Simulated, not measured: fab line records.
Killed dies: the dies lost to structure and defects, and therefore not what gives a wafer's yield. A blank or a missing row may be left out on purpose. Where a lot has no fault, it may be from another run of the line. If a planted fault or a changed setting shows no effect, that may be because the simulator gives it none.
A lot that was struck, set against a sound lot / flow sky130 / 15 out of 708 route steps
Sound: these wafers, L959.1, L959.2, L959.3. The struck wafers were L970.3, L970.4, L970.5. At the end, the cause is stated.
Per side, at each step with rows, come the tool, then ch with its chambers, and then its first start. Under that, the readings that differ: sound wafers / struck wafers / difference of the means / sigmas: that difference in standard deviations of wafers without a fault.
alike: readings with means less than 2 such deviations apart, plus words and numbers identical on both sides. not compared: withheld readings, readings lacking a value on some wafer, bounds such as >300 that could conceal the same value, and numbers that have no deviation in the record and whose values overlap.
The two part at a step that has a row with sigmas, a row that says differs or no value, or rows on one side only. When numbers do not overlap yet have no deviation, they are printed without sigmas and do not part them. A reading that every wafer of one side lacks parts them only if that side has two wafers or more.

SKY_VIA1_STRIP_16: strips in O2/N2.
  sound on plasmaAsher-01 ch 0,1, day 37 13:11; struck on plasmaAsher-04 ch 0,1, day 40 04:17
  alike: drypumpMotorCurrentA, oesProductAu, stripTimeToEndpointS
  not compared: rfHoursCounterH
then, 3 steps without rows for these wafers: SKY_VIA1_STRIP_17 (strips in post etch residue remover, time 1200 s); SKY_VIA1_CLEAN_18 (cleans in IPA, time 180 s); SKY_VIA1_CLEAN_19 (cleans in O3/DIW).
SKY_VIA1_SPUTTER_20: material TiN, target thk 20 nm, time 80 s.
  sound on pvdSputter-02 at day 37 13:47; struck on pvdSputter-01 at day 40 04:51
  alike: chamberPressurePa, throttleValvePct
SKY_VIA1_CVD_21: deposits W, target thk 270 nm, time 80.902 s.
  sound on cvdW-01 ch 0,1, day 37 13:50; struck on cvdW-01 ch 0,1, day 40 04:56
  alike: heaterPowerW
SKY_VIA1_RS_MEAS_22: the measuring method here is four-point-probe.
  sound on filmMetro-03 at day 37 13:56; struck on filmMetro-04 at day 40 05:02
  alike: VIA1_W_RS
SKY_VIA1_THK_MEAS_23: measures by xrf.
  sound on filmMetro-03 at day 37 14:04; struck on filmMetro-04 at day 40 05:08
  alike: VIA1_W_THK
SKY_VIA1_CMP_24: polishes, stops on SiO2, t overpolish 15 s, target thk 0 nm.
  sound on cmp-02 ch 0,1,2, day 37 14:10; struck on cmp-02 ch 0,1, day 40 05:31
  alike: motorCurrentA, overpolishRunS, timeToEndpointS
then, 3 steps without rows for these wafers: SKY_METAL2_SPUTTER_00 (material Ti, target thk 15 nm, time 10 s); SKY_METAL2_SPUTTER_01 (material TiN, target thk 20 nm, time 16.7 s); SKY_METAL2_SPUTTER_02 (material AlCu, target thk 250 nm, time 13.3 s).
SKY_METAL2_SPUTTER_03: material Ti, target thk 5 nm, time 3.3 s.
  sound on pvdSputter-01 at day 37 14:29; struck on pvdSputter-01 at day 40 05:50
reading=model.Ti_of_METAL2_SPUTTER_03.thkNm (nm); sound=4.945 4.949 4.839; struck=7.623 7.618 7.548; difference=+2.685; sigmas=
  alike: chamberPressurePa, throttleValvePct
SKY_METAL2_SPUTTER_04: material TiN, target thk 70 nm, time 59.24 s.
  sound on pvdSputter-01 at day 37 14:31; struck on pvdSputter-01 at day 40 05:51
  alike: chamberPressurePa, throttleValvePct
-- the record jumps here: 10 days lie between the struck wafers' starts before and after (it left off in module METAL2 and takes up again in module PAD_OPEN, whose first step shown is number 708 of the route) --
SKY_PAD_OPEN_PROBE_99:
  sound on prober-02 at day 48 14:23; struck on prober-02 at day 50 07:43
reading=model.etest.met2.rsOhmSq; sound=0.1286 0.1264 0.1265; struck=0.1302 0.1298 0.1314; difference=+0.0033; sigmas=
  alike: defectLimitedYield, killed_at_M0_to_M3, killed_at_M4_up, killedAtContacts, killedAtFrontEnd, killedAtOther, killedDies, killedOpen, killedShort, sort_bin_3_pad_short, sort_bin_5_function, sort_bin_6_memory, sortNPass, sortYieldPct

## WHERE THEY PART
Nowhere in this record.

WHY: what had been put in by the simulator
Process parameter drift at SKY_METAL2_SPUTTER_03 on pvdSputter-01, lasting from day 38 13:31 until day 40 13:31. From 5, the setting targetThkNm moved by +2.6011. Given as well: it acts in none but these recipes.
